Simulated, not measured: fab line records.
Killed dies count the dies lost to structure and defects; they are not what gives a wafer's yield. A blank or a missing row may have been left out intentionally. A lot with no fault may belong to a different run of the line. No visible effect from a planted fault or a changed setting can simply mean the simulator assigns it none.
Matching of chambers ; flow sky130 ; SKY_METAL4_ETCH_17 on rie-diel-02 has 4 sister chambers
The step etches SiO2 in C4F8/O2/Ar, stops on TiN, time 3.9 s, target depth 15 nm. 4 wafers are shown with their chamber, then 10 later ones without.

WAFERS PAIRED WITH THEIR CHAMBERS
wafer;chamber;oes-product-au (a.u.)
L084.6;2;0.762
L085.6;1;0.762
L087.2;0;0.753
L087.4;3;0.747

WAFERS WITHOUT THEIR CHAMBER
wafer;oes-product-au (a.u.)
L087.5;0.755
L088.1;0.751
L088.3;0.746
L088.4;0.765
L093.2;0.757
L093.5;0.753
L093.6;0.759
L097.2;0.741
L097.4;0.748
L097.6;0.756

WHICH CHAMBER EACH WENT THROUGH
wafer;from the rows above;in truth
L087.5;can't be placed: 0 or 1 or 2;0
L088.1;can't be placed: 0 or 3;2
L088.3;3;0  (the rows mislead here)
L088.4;can't be placed: 1 or 2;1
L093.2;can't be placed: 0 or 1 or 2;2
L093.5;0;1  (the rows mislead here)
L093.6;can't be placed: 1 or 2 or 0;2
L097.2;3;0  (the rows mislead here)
L097.4;can't be placed: 3 or 0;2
L097.6;can't be placed: 0 or 1 or 2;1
Placed correctly: 0 of 10. Not placeable from these rows: 7 (in 5, the candidates include the true chamber). Number placed wrongly: 3.
How it was worked out, from the rows above alone: a wafer's distance from a chamber is the root of the sum, over the readings, of the square of ((its reading less the chamber's mean) divided by the reading's scatter). If the next closest chamber is less than 2 further off than the closest, the wafer can't be placed; otherwise it belongs to the closest. Each chamber's mean is taken over the wafers shown for it. The scatter: with one shown wafer a chamber, the root of the mean of the squares of how far each hidden wafer lies from its nearest shown one.
